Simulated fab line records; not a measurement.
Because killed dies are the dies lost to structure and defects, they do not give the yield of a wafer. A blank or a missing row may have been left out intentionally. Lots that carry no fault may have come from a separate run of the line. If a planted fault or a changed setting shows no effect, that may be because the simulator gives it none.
Which tool is to blame? :: flow gf180mcu :: Sampling: 11 lots, 33 wafers, 3 of 602 route steps

WHAT THE GAUGES SHOWED, per wafer
GF_STI_THK_MEAS_24.
lot: L905
measured: day 2 03:04
on: film metro-02
STI_CVD_23_THK (nm): 652 652 656

lot: L906
measured: day 2 07:50
on: film metro-03
STI_CVD_23_THK (nm): 652 654 646

lot: L909
measured: day 2 23:46
on: film metro-04
STI_CVD_23_THK (nm): 671 652 669

lot: L910
measured: day 3 06:19
on: film metro-04
STI_CVD_23_THK (nm): 642 649 647

lot: L920
measured: day 5 10:55
on: film metro-03
STI_CVD_23_THK (nm): 655 653 653

lot: L923
measured: day 6 00:09
on: film metro-03
STI_CVD_23_THK (nm): 649 651 653

lot: L924
measured: day 6 07:19
on: film metro-02
STI_CVD_23_THK (nm): 650 660 648

lot: L925
measured: day 6 09:40
on: film metro-03
STI_CVD_23_THK (nm): 646 641 640

lot: L926
measured: day 6 14:50
on: film metro-03
STI_CVD_23_THK (nm): 645 645 640

lot: L927
measured: day 7 01:38
on: film metro-04
STI_CVD_23_THK (nm): 648 646 650

lot: L928
measured: day 7 07:09
on: film metro-04
STI_CVD_23_THK (nm): 650 644 644

WHAT TOOL EACH LOT RAN ON (gives the tool, then ch and the chambers of the sampled wafers, and finally the start)
lot: L905
GF_STI_ETCH_14: rie si-01 ch 0,2, day 2 00:56
GF_STI_CVD_23: hdpcvd-02 ch 0,1,2, day 2 02:59

lot: L906
GF_STI_ETCH_14: rie si-01 ch 1,2, day 2 06:02
GF_STI_CVD_23: hdpcvd-02 ch 1,2, day 2 07:45

lot: L909
GF_STI_ETCH_14: rie si-02 ch 0,1,2, day 2 21:58
GF_STI_CVD_23: hdpcvd-02 ch 0,1, day 2 23:41

lot: L910
GF_STI_ETCH_14: rie si-02 ch 0,2, day 3 03:05
GF_STI_CVD_23: hdpcvd-01 ch 0,2, day 3 06:14

lot: L920
GF_STI_ETCH_14: rie si-01 ch 0,2,3, day 5 09:07
GF_STI_CVD_23: hdpcvd-01 ch 1,2, day 5 10:50

lot: L923
GF_STI_ETCH_14: rie si-01 ch 1,2, day 5 22:20
GF_STI_CVD_23: hdpcvd-01 ch 1,2, day 6 00:04

lot: L924
GF_STI_ETCH_14: rie si-02 ch 1,2,3, day 6 04:44
GF_STI_CVD_23: hdpcvd-02 ch 0,1,2, day 6 07:14

lot: L925
GF_STI_ETCH_14: rie si-02 ch 1,2,3, day 6 07:41
GF_STI_CVD_23: hdpcvd-01 ch 0,1,2, day 6 09:35

lot: L926
GF_STI_ETCH_14: rie si-02 ch 1,3, day 6 12:59
GF_STI_CVD_23: hdpcvd-01 ch 0,1, day 6 14:45

lot: L927
GF_STI_ETCH_14: rie si-02 ch 1,3, day 6 20:04
GF_STI_CVD_23: hdpcvd-01 ch 0,1, day 7 01:33

lot: L928
GF_STI_ETCH_14: rie si-01 ch 0,2, day 7 00:29
GF_STI_CVD_23: hdpcvd-02 ch 0,1,2, day 7 07:04
- GF_STI_ETCH_14: etches Si in HBr/Cl2/O2, target depth 360 nm, time 102.9 s.
- GF_STI_CVD_23: deposits SiO2, target thk 650 nm, time 108.3 s.

THE ANSWER, worked out from the rows above alone
Rule: the lots themselves supply what counts as usual. Put in order of their means at a reading, lots are off if they are a third of the lots or fewer, leave a main group of 4 or more, and stand apart from it by a gap of 3 or more times the standard deviation of the main group's means; of several such gaps the widest counts. If all means in a main group match to the digits the tables above print for the reading, that group is not used. Also off: a lot with no number at a reading for which 4 or more lots have one. All remaining lots with rows at the step are treated as sound.
None of the lots is off at any reading shown; this tells nothing.

WHAT THE SIMULATOR HAD INSERTED
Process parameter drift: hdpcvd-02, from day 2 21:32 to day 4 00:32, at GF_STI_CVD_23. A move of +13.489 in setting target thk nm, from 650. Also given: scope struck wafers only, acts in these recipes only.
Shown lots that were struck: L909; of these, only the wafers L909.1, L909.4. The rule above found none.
